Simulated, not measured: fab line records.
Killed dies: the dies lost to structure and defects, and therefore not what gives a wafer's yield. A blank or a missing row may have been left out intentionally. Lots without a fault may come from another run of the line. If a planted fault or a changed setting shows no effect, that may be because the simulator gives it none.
Chamber matching + flow gf180mcu + 4 sister chambers for GF_V2_CMP_26 on cmp-01
The step polishes, stops on SiO2, t overpolish 15 s, target thk 0 nm. 4 wafers are shown with their chamber, then 12 later ones without.

## WAFERS PAIRED WITH THEIR CHAMBERS
| wafer  | chamber | motorCurrentA (A) |
|--------|---------|-------------------|
| L089.2 | 2       | 10.5              |
| L090.1 | 1       | 11.3              |
| L090.2 | 3       | 10.6              |
| L090.5 | 0       | 11.7              |

## WAFERS MISSING THEIR CHAMBER
| wafer  | motorCurrentA (A) |
|--------|-------------------|
| L093.1 | 11.0              |
| L093.4 | 11.0              |
| L093.6 | 10.1              |
| L094.1 | 11.5              |
| L094.2 | 10.5              |
| L094.3 | 10.8              |
| L096.4 | 10.5              |
| L096.5 | 11.1              |
| L096.6 | 11.0              |
| L097.2 | 10.4              |
| L097.4 | 11.7              |
| L097.6 | 10.8              |

## EACH ONE'S CHAMBER
| wafer  | from the rows above               | in truth |
|--------|-----------------------------------|----------|
| L093.1 | can't be placed: 1 or 3 or 2 or 0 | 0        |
| L093.4 | can't be placed: 1 or 3 or 2 or 0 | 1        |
| L093.6 | can't be placed: 2 or 3           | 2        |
| L094.1 | can't be placed: 0 or 1           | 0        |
| L094.2 | can't be placed: 2 or 3           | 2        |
| L094.3 | can't be placed: 3 or 2 or 1      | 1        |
| L096.4 | can't be placed: 2 or 3           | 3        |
| L096.5 | can't be placed: 1 or 3 or 0 or 2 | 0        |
| L096.6 | can't be placed: 1 or 3 or 2 or 0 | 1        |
| L097.2 | can't be placed: 2 or 3           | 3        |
| L097.4 | can't be placed: 0 or 1           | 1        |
| L097.6 | can't be placed: 3 or 2 or 1      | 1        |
Correct placement for 0 of the 12. Unplaceable from these rows: 12, with the true chamber sitting among the candidates in 12. 0 placed wrongly.
How it was worked out, from the rows above alone: a wafer's distance from a chamber is the root of the sum, over the readings, of the square of ((its reading less the chamber's mean) divided by the reading's scatter). If the next closest chamber is less than 2 further off than the closest, the wafer can't be placed; otherwise it belongs to the closest. For every chamber, the mean is computed from those of its wafers that are shown. The scatter: root of mean squared gap, hidden wafer to nearest shown wafer, with one shown wafer a chamber.
